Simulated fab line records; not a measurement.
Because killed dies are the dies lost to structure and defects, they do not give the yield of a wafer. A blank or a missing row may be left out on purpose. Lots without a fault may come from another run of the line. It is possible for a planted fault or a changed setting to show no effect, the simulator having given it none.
fab line records / flow sky130
record: lots: 15 wafers: 45 last-day: 50
route steps=708 shown CAPM@538 METAL3@560
lots that met no fault: from a run of the same line without faults
start-h: the number of hours between the record's first day and the start of the first shown wafer of the lot / wait-h: hours elapsed since this lot's preceding step / " repeats the value in the row above / L1.1+2: several wafers, shown together as one row / - no value, or no start was given / * or withheld: withheld / < > ~ a bound
route shown NAME@n: a module of which the file shows steps, and the number in the route of the first / usual: average and standard deviation across the fault-free wafers / same: alike in all rows / chamber/n: place in a boat / sites: each site's reading / _std_site: standard deviation across them / _edge_site: outer sites' mean less inner sites' / radius-mm: how far each site lies from the wafer's centre / mask NAME#n: copy n / behind: the last tool/chamber to shape the wafer / hold: reason for holding the lot/hours on hold/outcome of the hold / device: which transistor (n, p or np) failed to switch / end of line: the route-end tests of the same wafers / where a step has no rows: the recipe by itself / killed: dies lost to structure and defects at the first sort, not the wafer's yield / map: shows each die of a wafer: x if killed, . if not, _ if none is there
set.NAME: the run value of the setting; set.NAME@STEP: its run value at that earlier step / model.NAME: the simulator's own value behind a step, which no gauge read
one table for each step of the route and one row for each wafer, over a sample of lots
services: a tool's chamber out of use, with start hour (start-h, from the record's first day; less than 0 if before it), hours out, and reason
== steps ==
step: SKY_CAPM_THK_MEAS_01
recipe: reads: SiO2_of_CAPM_CVD_00
usual: CAPM_CVD_00_THK: 15.43/0.26
lot.wafer=L241.1 tool=film-metro-02 chamber=- start-h=877.46 wait-h=- CAPM_CVD_00_THK[nm]=15.19
lot.wafer=L241.2 tool=film-metro-02 chamber=- start-h=877.46 wait-h=- CAPM_CVD_00_THK[nm]=15.60
lot.wafer=L241.5 tool=film-metro-02 chamber=- start-h=877.46 wait-h=- CAPM_CVD_00_THK[nm]=15.56
lot.wafer=L242.2 tool=film-metro-02 chamber=- start-h=886.78 wait-h=- CAPM_CVD_00_THK[nm]=15.02
lot.wafer=L242.4 tool=film-metro-02 chamber=- start-h=886.78 wait-h=- CAPM_CVD_00_THK[nm]=15.50
lot.wafer=L242.5 tool=film-metro-02 chamber=- start-h=886.78 wait-h=- CAPM_CVD_00_THK[nm]=15.37
lot.wafer=L243.1 tool=film-metro-04 chamber=- start-h=889.67 wait-h=- CAPM_CVD_00_THK[nm]=15.12
lot.wafer=L243.2 tool=film-metro-04 chamber=- start-h=889.67 wait-h=- CAPM_CVD_00_THK[nm]=15.33
lot.wafer=L243.5 tool=film-metro-04 chamber=- start-h=889.67 wait-h=- CAPM_CVD_00_THK[nm]=15.62
lot.wafer=L250.3 tool=film-metro-02 chamber=- start-h=927.52 wait-h=- CAPM_CVD_00_THK[nm]=15.34
lot.wafer=L250.4 tool=film-metro-02 chamber=- start-h=927.52 wait-h=- CAPM_CVD_00_THK[nm]=15.45
lot.wafer=L250.6 tool=film-metro-02 chamber=- start-h=927.52 wait-h=- CAPM_CVD_00_THK[nm]=15.66
lot.wafer=L251.2 tool=film-metro-03 chamber=- start-h=942.79 wait-h=- CAPM_CVD_00_THK[nm]=15.11
lot.wafer=L251.4 tool=film-metro-03 chamber=- start-h=942.79 wait-h=- CAPM_CVD_00_THK[nm]=15.44
lot.wafer=L251.6 tool=film-metro-03 chamber=- start-h=942.79 wait-h=- CAPM_CVD_00_THK[nm]=15.57
lot.wafer=L252.3 tool=film-metro-04 chamber=- start-h=950.12 wait-h=- CAPM_CVD_00_THK[nm]=15.61
lot.wafer=L252.4 tool=film-metro-04 chamber=- start-h=950.12 wait-h=- CAPM_CVD_00_THK[nm]=15.83
lot.wafer=L252.6 tool=film-metro-04 chamber=- start-h=950.12 wait-h=- CAPM_CVD_00_THK[nm]=15.60
lot.wafer=L254.2 tool=film-metro-04 chamber=- start-h=955.39 wait-h=- CAPM_CVD_00_THK[nm]=15.15
lot.wafer=L254.4 tool=film-metro-04 chamber=- start-h=955.39 wait-h=- CAPM_CVD_00_THK[nm]=15.60
lot.wafer=L254.5 tool=film-metro-04 chamber=- start-h=955.39 wait-h=- CAPM_CVD_00_THK[nm]=15.76
lot.wafer=L253.2 tool=film-metro-02 chamber=- start-h=958.12 wait-h=- CAPM_CVD_00_THK[nm]=15.01
lot.wafer=L253.5 tool=film-metro-02 chamber=- start-h=958.12 wait-h=- CAPM_CVD_00_THK[nm]=15.52
lot.wafer=L253.6 tool=film-metro-02 chamber=- start-h=958.12 wait-h=- CAPM_CVD_00_THK[nm]=15.76
lot.wafer=L257.1 tool=film-metro-02 chamber=- start-h=980.95 wait-h=- CAPM_CVD_00_THK[nm]=15.16
lot.wafer=L257.2 tool=film-metro-02 chamber=- start-h=980.95 wait-h=- CAPM_CVD_00_THK[nm]=15.39
lot.wafer=L257.5 tool=film-metro-02 chamber=- start-h=980.95 wait-h=- CAPM_CVD_00_THK[nm]=15.84
lot.wafer=L255.3 tool=film-metro-04 chamber=- start-h=984.44 wait-h=- CAPM_CVD_00_THK[nm]=15.19
lot.wafer=L255.4 tool=film-metro-04 chamber=- start-h=984.44 wait-h=- CAPM_CVD_00_THK[nm]=15.02
lot.wafer=L255.6 tool=film-metro-04 chamber=- start-h=984.44 wait-h=- CAPM_CVD_00_THK[nm]=15.52
lot.wafer=L256.1 tool=film-metro-02 chamber=- start-h=984.52 wait-h=- CAPM_CVD_00_THK[nm]=15.07
lot.wafer=L256.2 tool=film-metro-02 chamber=- start-h=984.52 wait-h=- CAPM_CVD_00_THK[nm]=15.10
lot.wafer=L256.5 tool=film-metro-02 chamber=- start-h=984.52 wait-h=- CAPM_CVD_00_THK[nm]=15.29
lot.wafer=L258.1 tool=film-metro-02 chamber=- start-h=987.13 wait-h=- CAPM_CVD_00_THK[nm]=15.22
lot.wafer=L258.3 tool=film-metro-02 chamber=- start-h=987.13 wait-h=- CAPM_CVD_00_THK[nm]=15.33
lot.wafer=L258.4 tool=film-metro-02 chamber=- start-h=987.13 wait-h=- CAPM_CVD_00_THK[nm]=15.49
lot.wafer=L260.2 tool=film-metro-03 chamber=- start-h=997.06 wait-h=- CAPM_CVD_00_THK[nm]=15.35
lot.wafer=L260.4 tool=film-metro-03 chamber=- start-h=997.06 wait-h=- CAPM_CVD_00_THK[nm]=15.66
lot.wafer=L260.6 tool=film-metro-03 chamber=- start-h=997.06 wait-h=- CAPM_CVD_00_THK[nm]=15.87
lot.wafer=L261.2 tool=film-metro-04 chamber=- start-h=1001.89 wait-h=- CAPM_CVD_00_THK[nm]=15.36
lot.wafer=L261.3 tool=film-metro-04 chamber=- start-h=1001.89 wait-h=- CAPM_CVD_00_THK[nm]=15.55
lot.wafer=L261.5 tool=film-metro-04 chamber=- start-h=1001.89 wait-h=- CAPM_CVD_00_THK[nm]=15.74
lot.wafer=L262.1 tool=film-metro-03 chamber=- start-h=1004.04 wait-h=- CAPM_CVD_00_THK[nm]=15.39
lot.wafer=L262.3 tool=film-metro-03 chamber=- start-h=1004.04 wait-h=- CAPM_CVD_00_THK[nm]=15.89
lot.wafer=L262.6 tool=film-metro-03 chamber=- start-h=1004.04 wait-h=- CAPM_CVD_00_THK[nm]=15.48
step: SKY_CAPM_RS_MEAS_03
recipe: thk-meas-gauge: four-point-probe reads: TiN_of_CAPM_SPUTTER_02
usual: CAPM_TIN_RS: 6.70/0.069
lot.wafer=L241.1 tool=film-metro-03 chamber=- start-h=877.63 wait-h=0.1 CAPM_TIN_RS[ohm/sq]=6.73
lot.wafer=L241.2 tool=film-metro-03 chamber=- start-h=877.63 wait-h=0.1 CAPM_TIN_RS[ohm/sq]=6.94
lot.wafer=L241.5 tool=film-metro-03 chamber=- start-h=877.63 wait-h=0.1 CAPM_TIN_RS[ohm/sq]=6.74
lot.wafer=L242.2 tool=film-metro-04 chamber=- start-h=886.96 wait-h=0.1 CAPM_TIN_RS[ohm/sq]=6.52
lot.wafer=L242.4 tool=film-metro-04 chamber=- start-h=886.96 wait-h=0.1 CAPM_TIN_RS[ohm/sq]=6.67
lot.wafer=L242.5 tool=film-metro-04 chamber=- start-h=886.96 wait-h=0.1 CAPM_TIN_RS[ohm/sq]=6.57
lot.wafer=L243.1 tool=film-metro-03 chamber=- start-h=889.84 wait-h=0.1 CAPM_TIN_RS[ohm/sq]=6.61
lot.wafer=L243.2 tool=film-metro-03 chamber=- start-h=889.84 wait-h=0.1 CAPM_TIN_RS[ohm/sq]=6.63
lot.wafer=L243.5 tool=film-metro-03 chamber=- start-h=889.84 wait-h=0.1 CAPM_TIN_RS[ohm/sq]=6.58
lot.wafer=L250.3 tool=film-metro-03 chamber=- start-h=927.71 wait-h=0.1 CAPM_TIN_RS[ohm/sq]=6.58
lot.wafer=L250.4 tool=film-metro-03 chamber=- start-h=927.71 wait-h=0.1 CAPM_TIN_RS[ohm/sq]=6.71
lot.wafer=L250.6 tool=film-metro-03 chamber=- start-h=927.71 wait-h=0.1 CAPM_TIN_RS[ohm/sq]=6.82
lot.wafer=L251.2 tool=film-metro-02 chamber=- start-h=942.97 wait-h=0.1 CAPM_TIN_RS[ohm/sq]=6.64
lot.wafer=L251.4 tool=film-metro-02 chamber=- start-h=942.97 wait-h=0.1 CAPM_TIN_RS[ohm/sq]=6.77
lot.wafer=L251.6 tool=film-metro-02 chamber=- start-h=942.97 wait-h=0.1 CAPM_TIN_RS[ohm/sq]=6.74
lot.wafer=L252.3 tool=film-metro-03 chamber=- start-h=950.31 wait-h=0.1 CAPM_TIN_RS[ohm/sq]=6.71
lot.wafer=L252.4 tool=film-metro-03 chamber=- start-h=950.31 wait-h=0.1 CAPM_TIN_RS[ohm/sq]=6.70
lot.wafer=L252.6 tool=film-metro-03 chamber=- start-h=950.31 wait-h=0.1 CAPM_TIN_RS[ohm/sq]=6.67
lot.wafer=L254.2 tool=film-metro-02 chamber=- start-h=955.57 wait-h=0.1 CAPM_TIN_RS[ohm/sq]=6.75
lot.wafer=L254.4 tool=film-metro-02 chamber=- start-h=955.57 wait-h=0.1 CAPM_TIN_RS[ohm/sq]=6.69
lot.wafer=L254.5 tool=film-metro-02 chamber=- start-h=955.57 wait-h=0.1 CAPM_TIN_RS[ohm/sq]=6.75
lot.wafer=L253.2 tool=film-metro-03 chamber=- start-h=958.30 wait-h=0.1 CAPM_TIN_RS[ohm/sq]=6.68
lot.wafer=L253.5 tool=film-metro-03 chamber=- start-h=958.30 wait-h=0.1 CAPM_TIN_RS[ohm/sq]=6.69
lot.wafer=L253.6 tool=film-metro-03 chamber=- start-h=958.30 wait-h=0.1 CAPM_TIN_RS[ohm/sq]=6.69
lot.wafer=L257.1 tool=film-metro-02 chamber=- start-h=981.12 wait-h=0.1 CAPM_TIN_RS[ohm/sq]=6.88
lot.wafer=L257.2 tool=film-metro-02 chamber=- start-h=981.12 wait-h=0.1 CAPM_TIN_RS[ohm/sq]=6.72
lot.wafer=L257.5 tool=film-metro-02 chamber=- start-h=981.12 wait-h=0.1 CAPM_TIN_RS[ohm/sq]=6.63
lot.wafer=L255.3 tool=film-metro-04 chamber=- start-h=984.63 wait-h=0.1 CAPM_TIN_RS[ohm/sq]=6.74
lot.wafer=L255.4 tool=film-metro-04 chamber=- start-h=984.63 wait-h=0.1 CAPM_TIN_RS[ohm/sq]=6.57
lot.wafer=L255.6 tool=film-metro-04 chamber=- start-h=984.63 wait-h=0.1 CAPM_TIN_RS[ohm/sq]=6.64
lot.wafer=L256.1 tool=film-metro-02 chamber=- start-h=984.69 wait-h=0.1 CAPM_TIN_RS[ohm/sq]=6.71
lot.wafer=L256.2 tool=film-metro-02 chamber=- start-h=984.69 wait-h=0.1 CAPM_TIN_RS[ohm/sq]=6.67
lot.wafer=L256.5 tool=film-metro-02 chamber=- start-h=984.69 wait-h=0.1 CAPM_TIN_RS[ohm/sq]=6.73
lot.wafer=L258.1 tool=film-metro-04 chamber=- start-h=987.30 wait-h=0.1 CAPM_TIN_RS[ohm/sq]=6.69
lot.wafer=L258.3 tool=film-metro-04 chamber=- start-h=987.30 wait-h=0.1 CAPM_TIN_RS[ohm/sq]=6.72
lot.wafer=L258.4 tool=film-metro-04 chamber=- start-h=987.30 wait-h=0.1 CAPM_TIN_RS[ohm/sq]=6.77
lot.wafer=L260.2 tool=film-metro-04 chamber=- start-h=997.24 wait-h=0.1 CAPM_TIN_RS[ohm/sq]=6.70
lot.wafer=L260.4 tool=film-metro-04 chamber=- start-h=997.24 wait-h=0.1 CAPM_TIN_RS[ohm/sq]=6.76
lot.wafer=L260.6 tool=film-metro-04 chamber=- start-h=997.24 wait-h=0.1 CAPM_TIN_RS[ohm/sq]=6.75
lot.wafer=L261.2 tool=film-metro-02 chamber=- start-h=1002.07 wait-h=0.1 CAPM_TIN_RS[ohm/sq]=6.65
lot.wafer=L261.3 tool=film-metro-02 chamber=- start-h=1002.07 wait-h=0.1 CAPM_TIN_RS[ohm/sq]=6.60
lot.wafer=L261.5 tool=film-metro-02 chamber=- start-h=1002.07 wait-h=0.1 CAPM_TIN_RS[ohm/sq]=6.74
lot.wafer=L262.1 tool=film-metro-03 chamber=- start-h=1004.21 wait-h=0.1 CAPM_TIN_RS[ohm/sq]=6.65
lot.wafer=L262.3 tool=film-metro-03 chamber=- start-h=1004.21 wait-h=0.1 CAPM_TIN_RS[ohm/sq]=6.70
lot.wafer=L262.6 tool=film-metro-03 chamber=- start-h=1004.21 wait-h=0.1 CAPM_TIN_RS[ohm/sq]=6.76
step: SKY_CAPM_OVL_MEAS_12
usual: CAPM_OVL: 0.3/1.5
lot.wafer=L241.1 tool=overlay-02 chamber=- start-h=902.35 wait-h=0.1 CAPM_OVL[nm]=-0.6
lot.wafer=L241.2 tool=overlay-02 chamber=- start-h=902.35 wait-h=0.1 CAPM_OVL[nm]=-0.8
lot.wafer=L241.5 tool=overlay-02 chamber=- start-h=902.35 wait-h=0.1 CAPM_OVL[nm]=-2.5
lot.wafer=L242.2 tool=overlay-01 chamber=- start-h=911.22 wait-h=0.1 CAPM_OVL[nm]=1.2
lot.wafer=L242.4 tool=overlay-01 chamber=- start-h=911.22 wait-h=0.1 CAPM_OVL[nm]=2.9
lot.wafer=L242.5 tool=overlay-01 chamber=- start-h=911.22 wait-h=0.1 CAPM_OVL[nm]=3.0
lot.wafer=L243.1 tool=overlay-01 chamber=- start-h=913.66 wait-h=0.1 CAPM_OVL[nm]=1.2
lot.wafer=L243.2 tool=overlay-01 chamber=- start-h=913.66 wait-h=0.1 CAPM_OVL[nm]=1.5
lot.wafer=L243.5 tool=overlay-01 chamber=- start-h=913.66 wait-h=0.1 CAPM_OVL[nm]=1.6
lot.wafer=L250.3 tool=overlay-02 chamber=- start-h=952.17 wait-h=0.1 CAPM_OVL[nm]=2.5
lot.wafer=L250.4 tool=overlay-02 chamber=- start-h=952.17 wait-h=0.1 CAPM_OVL[nm]=2.2
lot.wafer=L250.6 tool=overlay-02 chamber=- start-h=952.17 wait-h=0.1 CAPM_OVL[nm]=1.4
lot.wafer=L251.2 tool=overlay-02 chamber=- start-h=966.21 wait-h=0.1 CAPM_OVL[nm]=0.3
lot.wafer=L251.4 tool=overlay-02 chamber=- start-h=966.21 wait-h=0.1 CAPM_OVL[nm]=-0.4
lot.wafer=L251.6 tool=overlay-02 chamber=- start-h=966.21 wait-h=0.1 CAPM_OVL[nm]=0.1
lot.wafer=L252.3 tool=overlay-02 chamber=- start-h=974.27 wait-h=0.1 CAPM_OVL[nm]=-1.5
lot.wafer=L252.4 tool=overlay-02 chamber=- start-h=974.27 wait-h=0.1 CAPM_OVL[nm]=-1.0
lot.wafer=L252.6 tool=overlay-02 chamber=- start-h=974.27 wait-h=0.1 CAPM_OVL[nm]=-2.1
lot.wafer=L254.2 tool=overlay-02 chamber=- start-h=979.56 wait-h=0.1 CAPM_OVL[nm]=0.3
lot.wafer=L254.4 tool=overlay-02 chamber=- start-h=979.56 wait-h=0.1 CAPM_OVL[nm]=2.8
lot.wafer=L254.5 tool=overlay-02 chamber=- start-h=979.56 wait-h=0.1 CAPM_OVL[nm]=2.1
lot.wafer=L253.2 tool=overlay-02 chamber=- start-h=982.62 wait-h=0.1 CAPM_OVL[nm]=-1.2
lot.wafer=L253.5 tool=overlay-02 chamber=- start-h=982.62 wait-h=0.1 CAPM_OVL[nm]=-0.9
lot.wafer=L253.6 tool=overlay-02 chamber=- start-h=982.62 wait-h=0.1 CAPM_OVL[nm]=-0.9
lot.wafer=L257.1 tool=overlay-01 chamber=- start-h=1003.90 wait-h=0.1 CAPM_OVL[nm]=0.9
lot.wafer=L257.2 tool=overlay-01 chamber=- start-h=1003.90 wait-h=0.1 CAPM_OVL[nm]=1.5
lot.wafer=L257.5 tool=overlay-01 chamber=- start-h=1003.90 wait-h=0.1 CAPM_OVL[nm]=0.7
lot.wafer=L255.3 tool=overlay-02 chamber=- start-h=1006.76 wait-h=0.1 CAPM_OVL[nm]=0.5
lot.wafer=L255.4 tool=overlay-02 chamber=- start-h=1006.76 wait-h=0.1 CAPM_OVL[nm]=-1.3
lot.wafer=L255.6 tool=overlay-02 chamber=- start-h=1006.76 wait-h=0.1 CAPM_OVL[nm]=-0.6
lot.wafer=L256.1 tool=overlay-01 chamber=- start-h=1007.21 wait-h=0.1 CAPM_OVL[nm]=1.4
lot.wafer=L256.2 tool=overlay-01 chamber=- start-h=1007.21 wait-h=0.1 CAPM_OVL[nm]=1.4
lot.wafer=L256.5 tool=overlay-01 chamber=- start-h=1007.21 wait-h=0.1 CAPM_OVL[nm]=3.5
lot.wafer=L258.1 tool=overlay-02 chamber=- start-h=1010.35 wait-h=0.1 CAPM_OVL[nm]=-0.7
lot.wafer=L258.3 tool=overlay-02 chamber=- start-h=1010.35 wait-h=0.1 CAPM_OVL[nm]=0.9
lot.wafer=L258.4 tool=overlay-02 chamber=- start-h=1010.35 wait-h=0.1 CAPM_OVL[nm]=0.6
lot.wafer=L260.2 tool=overlay-02 chamber=- start-h=1020.26 wait-h=0.1 CAPM_OVL[nm]=-2.1
lot.wafer=L260.4 tool=overlay-02 chamber=- start-h=1020.26 wait-h=0.1 CAPM_OVL[nm]=0.8
lot.wafer=L260.6 tool=overlay-02 chamber=- start-h=1020.26 wait-h=0.1 CAPM_OVL[nm]=-0.1
lot.wafer=L261.2 tool=overlay-02 chamber=- start-h=1025.21 wait-h=0.1 CAPM_OVL[nm]=0.8
lot.wafer=L261.3 tool=overlay-02 chamber=- start-h=1025.21 wait-h=0.1 CAPM_OVL[nm]=0.8
lot.wafer=L261.5 tool=overlay-02 chamber=- start-h=1025.21 wait-h=0.1 CAPM_OVL[nm]=0.1
lot.wafer=L262.1 tool=overlay-01 chamber=- start-h=1026.76 wait-h=0.1 CAPM_OVL[nm]=0.2
lot.wafer=L262.3 tool=overlay-01 chamber=- start-h=1026.76 wait-h=0.1 CAPM_OVL[nm]=-0.4
lot.wafer=L262.6 tool=overlay-01 chamber=- start-h=1026.76 wait-h=0.1 CAPM_OVL[nm]=-0.4
step: SKY_METAL3_EXPOSE_10
recipe: mask-id: MM3 na: 0.68 source-shape: annular sigma-inner: 0.4 sigma-outer: 0.8 target-cd-nm: 300 dose-mj: 28
usual: exposure-dose-mJ-cm2: 28.04/0.032 focus-offset-nm: 0.0/0.56
lot.wafer=L241.1 tool=krf-scanner-01 chamber=0 start-h=915.06 wait-h=- mask=MM3#0 exposure-dose-mJ-cm2=28.06 focus-offset-nm=-0.2
lot.wafer=L241.2 tool=krf-scanner-01 chamber=0 start-h=915.06 wait-h=- mask=MM3#0 exposure-dose-mJ-cm2=28.05 focus-offset-nm=-0.1
lot.wafer=L241.5 tool=krf-scanner-01 chamber=0 start-h=915.06 wait-h=- mask=MM3#0 exposure-dose-mJ-cm2=28.01 focus-offset-nm=0.3
lot.wafer=L242.2 tool=krf-scanner-02 chamber=0 start-h=923.48 wait-h=- mask=MM3#0 exposure-dose-mJ-cm2=27.97 focus-offset-nm=-0.3
lot.wafer=L242.4 tool=krf-scanner-02 chamber=0 start-h=923.48 wait-h=- mask=MM3#0 exposure-dose-mJ-cm2=28.00 focus-offset-nm=0.5
lot.wafer=L242.5 tool=krf-scanner-02 chamber=0 start-h=923.48 wait-h=- mask=MM3#0 exposure-dose-mJ-cm2=27.97 focus-offset-nm=0.5
lot.wafer=L243.1 tool=krf-scanner-01 chamber=0 start-h=926.43 wait-h=- mask=MM3#0 exposure-dose-mJ-cm2=28.04 focus-offset-nm=-0.5
lot.wafer=L243.2 tool=krf-scanner-01 chamber=0 start-h=926.43 wait-h=- mask=MM3#0 exposure-dose-mJ-cm2=28.06 focus-offset-nm=-0.1
lot.wafer=L243.5 tool=krf-scanner-01 chamber=0 start-h=926.43 wait-h=- mask=MM3#0 exposure-dose-mJ-cm2=28.08 focus-offset-nm=0.6
lot.wafer=L250.3 tool=krf-scanner-02 chamber=- start-h=965.02 wait-h=- mask=MM3#0 exposure-dose-mJ-cm2=- focus-offset-nm=-
lot.wafer=L250.4 tool=krf-scanner-02 chamber=- start-h=965.02 wait-h=- mask=MM3#0 exposure-dose-mJ-cm2=- focus-offset-nm=-
lot.wafer=L250.6 tool=krf-scanner-02 chamber=- start-h=965.02 wait-h=- mask=MM3#0 exposure-dose-mJ-cm2=- focus-offset-nm=-
lot.wafer=L251.2 tool=krf-scanner-01 chamber=- start-h=979.86 wait-h=- mask=MM3#0 exposure-dose-mJ-cm2=- focus-offset-nm=-
lot.wafer=L251.4 tool=krf-scanner-01 chamber=- start-h=979.86 wait-h=- mask=MM3#0 exposure-dose-mJ-cm2=- focus-offset-nm=-
lot.wafer=L251.6 tool=krf-scanner-01 chamber=- start-h=979.86 wait-h=- mask=MM3#0 exposure-dose-mJ-cm2=- focus-offset-nm=-
lot.wafer=L252.3 tool=krf-scanner-02 chamber=- start-h=987.12 wait-h=- mask=MM3#0 exposure-dose-mJ-cm2=- focus-offset-nm=-
lot.wafer=L252.4 tool=krf-scanner-02 chamber=- start-h=987.12 wait-h=- mask=MM3#0 exposure-dose-mJ-cm2=- focus-offset-nm=-
lot.wafer=L252.6 tool=krf-scanner-02 chamber=- start-h=987.12 wait-h=- mask=MM3#0 exposure-dose-mJ-cm2=- focus-offset-nm=-
lot.wafer=L254.2 tool=krf-scanner-01 chamber=0 start-h=992.07 wait-h=- mask=MM3#0 exposure-dose-mJ-cm2=27.99 focus-offset-nm=-1.0
lot.wafer=L254.4 tool=krf-scanner-01 chamber=0 start-h=992.07 wait-h=- mask=MM3#0 exposure-dose-mJ-cm2=28.02 focus-offset-nm=-0.1
lot.wafer=L254.5 tool=krf-scanner-01 chamber=0 start-h=992.07 wait-h=- mask=MM3#0 exposure-dose-mJ-cm2=28.01 focus-offset-nm=0.3
lot.wafer=L253.2 tool=krf-scanner-02 chamber=0 start-h=995.05 wait-h=- mask=MM3#0 exposure-dose-mJ-cm2=28.05 focus-offset-nm=0.0
lot.wafer=L253.5 tool=krf-scanner-02 chamber=0 start-h=995.05 wait-h=- mask=MM3#0 exposure-dose-mJ-cm2=28.03 focus-offset-nm=0.3
lot.wafer=L253.6 tool=krf-scanner-02 chamber=0 start-h=995.05 wait-h=- mask=MM3#0 exposure-dose-mJ-cm2=28.04 focus-offset-nm=1.3
lot.wafer=L257.1 tool=krf-scanner-02 chamber=0 start-h=1016.03 wait-h=- mask=MM3#0 exposure-dose-mJ-cm2=28.04 focus-offset-nm=-0.3
lot.wafer=L257.2 tool=krf-scanner-02 chamber=0 start-h=1016.03 wait-h=- mask=MM3#0 exposure-dose-mJ-cm2=28.06 focus-offset-nm=0.1
lot.wafer=L257.5 tool=krf-scanner-02 chamber=0 start-h=1016.03 wait-h=- mask=MM3#0 exposure-dose-mJ-cm2=28.08 focus-offset-nm=0.6
lot.wafer=L255.3 tool=krf-scanner-02 chamber=0 start-h=1019.65 wait-h=- mask=MM3#0 exposure-dose-mJ-cm2=27.99 focus-offset-nm=1.0
lot.wafer=L255.4 tool=krf-scanner-02 chamber=0 start-h=1019.65 wait-h=- mask=MM3#0 exposure-dose-mJ-cm2=27.99 focus-offset-nm=0.1
lot.wafer=L255.6 tool=krf-scanner-02 chamber=0 start-h=1019.65 wait-h=- mask=MM3#0 exposure-dose-mJ-cm2=27.99 focus-offset-nm=0.5
lot.wafer=L256.1 tool=krf-scanner-01 chamber=0 start-h=1019.85 wait-h=- mask=MM3#0 exposure-dose-mJ-cm2=28.00 focus-offset-nm=0.1
lot.wafer=L256.2 tool=krf-scanner-01 chamber=0 start-h=1019.85 wait-h=- mask=MM3#0 exposure-dose-mJ-cm2=28.03 focus-offset-nm=-0.4
lot.wafer=L256.5 tool=krf-scanner-01 chamber=0 start-h=1019.85 wait-h=- mask=MM3#0 exposure-dose-mJ-cm2=28.03 focus-offset-nm=-0.1
lot.wafer=L258.1 tool=krf-scanner-01 chamber=0 start-h=1022.81 wait-h=- mask=MM3#0 exposure-dose-mJ-cm2=27.99 focus-offset-nm=0.3
lot.wafer=L258.3 tool=krf-scanner-01 chamber=0 start-h=1022.81 wait-h=- mask=MM3#0 exposure-dose-mJ-cm2=28.05 focus-offset-nm=-0.4
lot.wafer=L258.4 tool=krf-scanner-01 chamber=0 start-h=1022.81 wait-h=- mask=MM3#0 exposure-dose-mJ-cm2=28.06 focus-offset-nm=-0.6
lot.wafer=L260.2 tool=krf-scanner-02 chamber=0 start-h=1032.73 wait-h=- mask=MM3#0 exposure-dose-mJ-cm2=27.99 focus-offset-nm=-0.9
lot.wafer=L260.4 tool=krf-scanner-02 chamber=0 start-h=1032.73 wait-h=- mask=MM3#0 exposure-dose-mJ-cm2=28.02 focus-offset-nm=0.3
lot.wafer=L260.6 tool=krf-scanner-02 chamber=0 start-h=1032.73 wait-h=- mask=MM3#0 exposure-dose-mJ-cm2=27.98 focus-offset-nm=-0.4
lot.wafer=L261.2 tool=krf-scanner-02 chamber=0 start-h=1037.35 wait-h=- mask=MM3#0 exposure-dose-mJ-cm2=28.03 focus-offset-nm=0.7
lot.wafer=L261.3 tool=krf-scanner-02 chamber=0 start-h=1037.35 wait-h=- mask=MM3#0 exposure-dose-mJ-cm2=28.04 focus-offset-nm=0.7
lot.wafer=L261.5 tool=krf-scanner-02 chamber=0 start-h=1037.35 wait-h=- mask=MM3#0 exposure-dose-mJ-cm2=27.99 focus-offset-nm=0.8
lot.wafer=L262.1 tool=krf-scanner-01 chamber=0 start-h=1039.38 wait-h=- mask=MM3#0 exposure-dose-mJ-cm2=28.04 focus-offset-nm=-0.6
lot.wafer=L262.3 tool=krf-scanner-01 chamber=0 start-h=1039.38 wait-h=- mask=MM3#0 exposure-dose-mJ-cm2=28.02 focus-offset-nm=-1.1
lot.wafer=L262.6 tool=krf-scanner-01 chamber=0 start-h=1039.38 wait-h=- mask=MM3#0 exposure-dose-mJ-cm2=28.03 focus-offset-nm=0.3
== services ==
tool=krf-scanner-01 chamber=- start-h=891.44 hours=1.3 kind=pm
tool=krf-scanner-01 chamber=- start-h=915.54 hours=4.4 kind=pm
tool=krf-scanner-02 chamber=- start-h=930.04 hours=1.3 kind=pm
tool=krf-scanner-02 chamber=- start-h=943.68 hours=0.8 kind=pm
tool=krf-scanner-01 chamber=- start-h=945.23 hours=1.0 kind=pm
tool=krf-scanner-01 chamber=0 start-h=955.34 hours=- kind=calibration
tool=krf-scanner-01 chamber=- start-h=963.42 hours=3.6 kind=pm
tool=krf-scanner-01 chamber=- start-h=970.05 hours=0.8 kind=pm
tool=krf-scanner-01 chamber=- start-h=983.51 hours=0.2 kind=repair
tool=krf-scanner-01 chamber=- start-h=1003.97 hours=4.3 kind=repair
tool=krf-scanner-02 chamber=0 start-h=1029.45 hours=- kind=calibration
== key ==
first-sign: step: SKY_METAL3_EXPOSE_10 reading: tool-record direction: missing
effect none on later readings
met-at SKY_METAL3_EXPOSE_10
struck-lots L250,L251,L252
later-rows-left-out L250.3,L250.4,L250.6,L251.2,L251.4,L251.6,L252.3,L252.4,L252.6
sort-left-out L250.3,L250.4,L250.6,L251.2,L251.4,L251.6,L252.3,L252.4,L252.6
not-acting-at SKY_CAPM_THK_MEAS_01,SKY_CAPM_RS_MEAS_03,SKY_CAPM_OVL_MEAS_12
onset-between 926.43 965.02
fault: kind: skipped-step-whole tool: krf-scanner-01,krf-scanner-02 chamber: - onset-h: 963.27 steps: SKY_METAL3_EXPOSE_10 scope: struck-lots-only
sort-left-out: the simulated sort isn't trusted on such a fault, so these wafers' sort isn't shown, and their yield isn't known
later-rows-left-out: the simulator's readings of these wafers behind a module that went badly wrong aren't trusted and aren't shown, but for the sort
